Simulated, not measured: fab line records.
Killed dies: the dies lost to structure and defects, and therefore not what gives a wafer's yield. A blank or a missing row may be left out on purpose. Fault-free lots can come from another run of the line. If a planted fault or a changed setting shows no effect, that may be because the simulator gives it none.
fab line records | flow gf180mcu
record: lots: 7 wafers: 21 last-day: 34
route steps=602 shown V2@400 M3@409
lots untouched by any fault: they come from a run of this same line in which no faults occurred
start-h: hours from the record's opening day to when the first of the lot's shown wafers began | wait-h: hours from the lot's prior step to this one | " repeats the value in the row above | L1.1+2: a row that stands for several wafers | - no value, or no start was given | * or withheld: withheld | < > ~ a bound
route shown NAME@n: names a module that has steps shown in the file, with the first one's number in the route | usual: mean/standard deviation taken from wafers without a fault | same: alike in all rows | chamber/n: place in a boat | sites: readings site by site | _std_site: their standard deviation | _edge_site: inner sites' mean taken away from outer sites' mean | radius-mm: for every site, how far away it sits from the centre of the wafer | mask NAME#n: copy n | behind: the most recent tool/chamber to have shaped the wafer | hold: what put the lot on hold/how long, in hours/how the hold closed | device: whichever transistor did not switch (one of n, p or np) | end of line: tests of these same wafers at the route's end | for a step that has no rows: nothing shown but its recipe | killed: the dies lost at the first sort to structure and to defects; this is not the yield of the wafer | map: the dies of a wafer, with x for killed, . for not killed, _ for no die there
set.NAME: the setting as run; set.NAME@STEP: as run at that earlier step | model.NAME: the simulator's own value behind a step, which no gauge read
lots seen at some steps along the route; tables by step, rows by wafer
services: when a tool's chamber went out of use (start-h, in hours from the record's first day, below 0 if earlier), for how many hours, and the reason
== steps ==
step: GF_V2_STRIP_18
recipe: chemistry: O2/N2 power-w: 1400 pressure-mtorr: 1500 platen-temp-c: 250 o2-flow-sccm: 3000 n2-flow-sccm: 300 overash-fraction: 0.5
usual: drypump-motor-current-A: 5.5/0.39 heater-power-w: 324/16 oes-product-au: 0.593/0.0051
columns lot.wafer tool chamber start-h wait-h drypump-motor-current-A heater-power-w oes-product-au rf-hours-counter-h
L658.2 plasma-asher-02 0 512.05 - 5.6 340 0.593 9
L658.3 " 1 " " 6.1 315 0.591 -
L658.4 " 0 " " 5.6 334 0.587 -
L659.1 plasma-asher-04 1 517.90 - 5.8 330 0.602 41
L659.2 " 0 " " 5.5 342 0.585 41
L659.5 " 0 " " 5.5 335 0.600 -
L660.1 plasma-asher-04 1 519.11 - 5.8 320 0.590 41
L660.5 " 0 " " 5.5 337 0.593 -
L660.6 " 1 " " 5.8 329 0.585 -
L661.1 plasma-asher-01 1 539.75 - 4.8 329 0.588 79
L661.2 " 0 " " 5.4 300 0.591 79
L661.4 " 0 " " 5.4 299 0.598 -
L665.3 plasma-asher-02 0 568.58 - 5.6 344 0.592 -
L665.4 " 1 " " 6.1 318 0.595 -
L665.6 " 1 " " 6.1 311 0.596 -
L674.2 plasma-asher-01 0 636.54 - 5.4 291 0.598 90
L674.4 " 1 " " 4.8 321 0.602 -
L674.5 " 0 " " 5.4 296 0.592 -
L675.3 plasma-asher-01 0 640.23 - 5.4 302 0.594 -
L675.4 " 1 " " 4.8 322 0.597 -
L675.6 " 1 " " 4.8 322 0.598 -
step: GF_V2_STRIP_19
recipe: chemistry: post-etch-residue-remover time-s: 1200 temp-c: 72.5
step: GF_V2_CLEAN_20
recipe: chemistry: DIW dry: n2-spin
step: GF_V2_SPUTTER_21
recipe: material: Ti target-thk-nm: 15 chamber-pressure-pa: 5 power-w: 2500 substrate-temp-c: 200 time-s: 80.02
usual: cathode-dc-power-W: 2500.1/0.45 chamber-pressure-pa: 4.998/0.01 substrate-temp-c: 200.02/0.16 throttle-valve-pct: 30.1/0.87
columns lot.wafer tool chamber start-h wait-h cathode-dc-power-W chamber-pressure-pa substrate-temp-c throttle-valve-pct
L658.2 pvd-sputter-04 - 512.59 0.0 2500.7 5.003 200.02 29.4
L658.3 " - " " 2500.4 5.009 199.97 30.7
L658.4 " - " " 2500.2 5.005 199.86 28.4
L659.1 pvd-sputter-01 - 518.44 0.0 2500.3 4.982 199.76 31.9
L659.2 " - " " 2499.4 5.008 199.88 30.4
L659.5 " - " " 2500.4 4.993 200.03 30.6
L660.1 pvd-sputter-02 - 519.68 0.0 2500.4 4.983 200.07 29.6
L660.5 " - " " 2500.1 4.988 200.13 29.4
L660.6 " - " " 2500.1 5.013 200.02 30.7
L661.1 pvd-sputter-02 - 540.37 0.0 2499.8 5.009 200.20 29.8
L661.2 " - " " 2500.9 5.010 199.95 29.7
L661.4 " - " " 2499.9 4.994 199.88 30.6
L665.3 pvd-sputter-04 - 569.09 0.0 2499.8 5.010 200.16 30.0
L665.4 " - " " 2499.7 5.002 200.19 29.5
L665.6 " - " " 2500.9 4.993 200.35 29.3
L674.2 pvd-sputter-04 - 637.10 0.0 2499.9 5.006 200.10 30.2
L674.4 " - " " 2500.0 4.993 200.04 29.5
L674.5 " - " " 2499.6 5.002 199.97 28.1
L675.3 pvd-sputter-02 - 640.76 0.0 2500.4 4.978 199.96 30.2
L675.4 " - " " 2500.4 4.994 199.93 29.6
L675.6 " - " " 2500.3 4.991 199.91 29.7
step: GF_V2_SPUTTER_22
recipe: material: TiN target-thk-nm: 10 chamber-pressure-pa: 5 power-w: 4000 time-s: 40
usual: cathode-dc-power-W: 4000.0/0.73 chamber-pressure-pa: 4.999/0.011 throttle-valve-pct: 30.1/0.84
columns lot.wafer tool chamber start-h wait-h cathode-dc-power-W chamber-pressure-pa throttle-valve-pct
L658.2 pvd-sputter-04 - 512.65 0.0 3999.6 5.004 29.7
L658.3 " - " " 3999.8 5.008 30.7
L658.4 " - " " 3999.6 5.005 28.2
L659.1 pvd-sputter-01 - 518.50 0.0 3999.9 5.007 31.8
L659.2 " - " " 3999.4 5.008 30.5
L659.5 " - " " 3999.4 5.015 30.5
L660.1 pvd-sputter-02 - 519.74 0.0 4000.5 4.974 29.4
L660.5 " - " " 3999.7 4.987 29.6
L660.6 " - " " 4000.2 5.006 30.8
L661.1 pvd-sputter-02 - 540.43 0.0 4000.7 5.014 30.2
L661.2 " - " " 4000.0 4.993 29.7
L661.4 " - " " 3999.9 4.987 30.8
L665.3 pvd-sputter-04 - 569.15 0.0 3999.5 4.977 29.6
L665.4 " - " " 3999.1 5.006 29.6
L665.6 " - " " 4000.7 5.007 29.5
L674.2 pvd-sputter-04 - 637.16 0.0 3999.2 4.981 30.6
L674.4 " - " " 4000.3 5.001 29.9
L674.5 " - " " 4001.3 4.998 28.6
L675.3 pvd-sputter-02 - 640.82 0.0 4001.0 5.003 30.1
L675.4 " - " " 3998.5 4.997 29.5
L675.6 " - " " 4000.4 5.003 29.7
step: GF_V2_CVD_23
recipe: material: W target-thk-nm: 350 time-s: 104.94 temp-c: 400 pressure-torr: 40
usual: heater-power-w: 792/85
columns lot.wafer tool chamber start-h wait-h heater-power-w
L658.2 cvd-w-01 1 512.69 0.0 881
L658.3 " 0 " " 714
L658.4 " 1 " " 846
L659.1 cvd-w-02 1 518.54 0.0 683
L659.2 " 0 " " 892
L659.5 " 1 " " 666
L660.1 cvd-w-01 0 519.78 0.0 728
L660.5 " 0 " " 710
L660.6 " 1 " " 871
L661.1 cvd-w-02 1 540.47 0.0 664
L661.2 " 0 " " 903
L661.4 " 0 " " 898
L665.3 cvd-w-01 1 569.23 0.1 886
L665.4 " 0 " " 741
L665.6 " 0 " " 699
L674.2 cvd-w-01 0 637.20 0.0 725
L674.4 " 0 " " 714
L674.5 " 1 " " 881
L675.3 cvd-w-01 1 640.90 0.1 876
L675.4 " 0 " " 714
L675.6 " 1 " " 887
step: GF_V2_RS_MEAS_24
recipe: thk-meas-gauge: four-point-probe reads: W_of_V2_CVD_23+TiN_of_V2_SPUTTER_22+Ti_of_V2_SPUTTER_21
usual: V2_W_RS: 0.326/0.0047
columns lot.wafer tool chamber start-h wait-h V2_W_RS[ohm/sq]
L658.2 film-metro-04 - 512.82 0.1 0.331
L658.3 " - " " 0.331
L658.4 " - " " 0.335
L659.1 film-metro-02 - 518.65 0.1 0.330
L659.2 " - " " 0.315
L659.5 " - " " 0.327
L660.1 film-metro-02 - 519.89 0.1 0.329
L660.5 " - " " 0.326
L660.6 " - " " 0.330
L661.1 film-metro-02 - 540.58 0.1 0.326
L661.2 " - " " 0.312
L661.4 " - " " 0.314
L665.3 film-metro-04 - 569.34 0.1 0.327
L665.4 " - " " 0.325
L665.6 " - " " 0.323
L674.2 film-metro-02 - 637.33 0.1 0.333
L674.4 " - " " 0.332
L674.5 " - " " 0.334
L675.3 film-metro-03 - 641.01 0.1 0.328
L675.4 " - " " 0.330
L675.6 " - " " 0.327
step: GF_V2_THK_MEAS_25
recipe: thk-meas-gauge: xrf reads: W_of_V2_CVD_23
usual: V2_W_THK: 351/5.9
columns lot.wafer tool chamber start-h wait-h V2_W_THK[nm]
L658.2 film-metro-04 - 512.93 0.1 347
L658.3 " - " " 347
L658.4 " - " " 340
L659.1 film-metro-02 - 518.77 0.1 352
L659.2 " - " " 367
L659.5 " - " " 354
L660.1 film-metro-02 - 520.01 0.1 352
L660.5 " - " " 357
L660.6 " - " " 349
L661.1 film-metro-02 - 540.70 0.1 353
L661.2 " - " " 368
L661.4 " - " " 366
L665.3 film-metro-04 - 569.44 0.1 347
L665.4 " - " " 348
L665.6 " - " " 350
L674.2 film-metro-02 - 637.44 0.1 349
L674.4 " - " " 351
L674.5 " - " " 350
L675.3 film-metro-03 - 641.11 0.1 349
L675.4 " - " " 345
L675.6 " - " " 349
step: GF_V2_CMP_26
recipe: stop-on: SiO2 down-force-psi: 3.5 platen-rpm: 60 t-overpolish-s: 15 target-thk-nm: 0 pad-velocity-m-s: 0.94248
usual: motor-current-A: 11.2/0.99 overpolish-run-s: 14.999/0.0086 time-to-endpoint-s: 85/3.1
columns lot.wafer tool chamber start-h wait-h motor-current-A overpolish-run-s time-to-endpoint-s
L658.3 cmp-02 3 512.98 0.0 11.8 14.990 85
L658.4 " 0 " " 11.1 14.998 82
L658.2 " 2 " " 12.0 14.993 86
L659.2 cmp-02 2 518.93 0.1 11.8 15.015 88
L659.1 " 3 " " 11.5 15.009 86
L659.5 " 1 " " 11.8 14.992 82
L660.1 cmp-01 1 520.12 0.1 9.3 15.004 83
L660.6 " 0 " " 12.0 14.983 81
L660.5 " 1 " " 9.3 14.997 85
L661.2 cmp-01 1 540.76 0.0 9.7 14.993 85
L661.1 " 3 " " 10.0 15.006 86
L661.4 " 0 " " 12.4 15.006 84
L665.3 cmp-01 3 569.48 0.0 9.6 15.004 86
L665.4 " 0 " " 12.1 15.000 80
L665.6 " 0 " " 11.7 15.008 80
L674.2 cmp-02 1 637.54 0.1 11.5 14.997 86
L674.4 " 3 " " 10.8 15.015 88
L674.5 " 0 " " 12.2 15.004 88
L675.4 cmp-02 2 641.25 0.1 12.6 14.990 82
L675.3 " 3 " " 11.6 14.988 85
L675.6 " 1 " " 12.8 15.009 81
step: GF_M3_SPUTTER_00
recipe: material: Ti target-thk-nm: 37.5 arriving-ion-energy-ev: 80 substrate-temp-c: 200 chamber-pressure-pa: 2 power-w: 4000 time-s: 150
step: GF_M3_SPUTTER_01
recipe: material: TiN target-thk-nm: 30 power-w: 6500 time-s: 25 chamber-pressure-pa: 0.4
step: GF_M3_SPUTTER_02
recipe: material: AlCu target-thk-nm: 450 power-w: 10600 time-s: 23.9 chamber-pressure-pa: 0.4
step: GF_M3_SPUTTER_03
recipe: material: Ti target-thk-nm: 10 substrate-temp-c: 300 chamber-pressure-pa: 0.3 power-w: 3000 time-s: 6.7
usual: cathode-dc-power-W: 2999.9/0.51 chamber-pressure-pa: 0.2999/0.00055 substrate-temp-c: 300.01/0.2 throttle-valve-pct: 30.3/0.78
columns lot.wafer tool chamber start-h wait-h cathode-dc-power-W chamber-pressure-pa substrate-temp-c throttle-valve-pct
L658.2 pvd-sputter-03 - 513.44 0.0 - - - -
L658.3 " - " " - - - -
L658.4 " - " " - - - -
L659.1 pvd-sputter-03 - 519.29 0.0 - - - -
L659.2 " - " " - - - -
L659.5 " - " " - - - -
L660.1 pvd-sputter-01 - 520.53 0.0 - - - -
L660.5 " - " " - - - -
L660.6 " - " " - - - -
L661.1 pvd-sputter-01 - 541.22 0.0 3000.8 0.3003 299.96 32.0
L661.2 " - " " 3000.4 0.3009 299.76 30.5
L661.4 " - " " 2999.6 0.2998 300.06 29.7
L665.3 pvd-sputter-01 - 569.94 0.0 3000.2 0.2994 300.41 31.7
L665.4 " - " " 2999.6 0.2992 299.76 31.5
L665.6 " - " " 3000.2 0.3002 300.21 29.9
L674.2 pvd-sputter-03 - 637.95 0.0 3000.5 0.3000 300.04 29.6
L674.4 " - " " 2999.6 0.2993 299.79 29.9
L674.5 " - " " 2999.4 0.3003 299.87 30.4
L675.3 pvd-sputter-01 - 641.61 0.0 3000.0 0.3002 300.41 30.4
L675.4 " - " " 3000.9 0.2995 300.10 31.1
L675.6 " - " " 3000.5 0.2998 300.06 31.7
step: GF_M3_SPUTTER_04
recipe: material: TiN target-thk-nm: 50 power-w: 6500 time-s: 41.7 chamber-pressure-pa: 0.4
== services ==
columns tool chamber start-h hours kind
plasma-asher-04 - 512.65 0.5 repair
cvd-w-01 - 522.00 2.8 pm
plasma-asher-01 - 535.86 0.8 repair
pvd-sputter-03 - 556.92 0.9 repair
plasma-asher-02 - 560.97 2.8 pm
cmp-02 - 572.00 4.0 pm
cmp-02 - 576.00 - consumable-replace:conditioner
cmp-02 - 576.00 - consumable-replace:pad
cmp-01 - 592.22 1.5 repair
cmp-02 - 601.94 1.5 repair
cmp-02 - 601.95 0.3 repair
cmp-01 - 630.96 1.8 repair
cvd-w-02 - 641.16 0.5 repair
== key ==
first-sign: step: GF_M3_SPUTTER_03 reading: tool-record direction: missing
effect none on later readings
met-at GF_M3_SPUTTER_03
struck-wafers L658.2,L658.3,L658.4,L659.1,L659.2,L659.5,L660.1,L660.5,L660.6
later-rows-left-out L658.2,L658.3,L658.4,L659.1,L659.2,L659.5,L660.1,L660.5,L660.6
sort-left-out L658.2,L658.3,L658.4,L659.1,L659.2,L659.5,L660.1,L660.5,L660.6
fault: kind: skipped-step-whole tool: pvd-sputter-01,pvd-sputter-03 chamber: - onset-h: 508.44 steps: GF_M3_SPUTTER_03 scope: struck-lots-only
sort-left-out: the simulated sort isn't trusted on such a fault, so these wafers' sort isn't shown, and their yield isn't known
later-rows-left-out: the simulator's readings of these wafers behind a module that went badly wrong aren't trusted and aren't shown, but for the sort
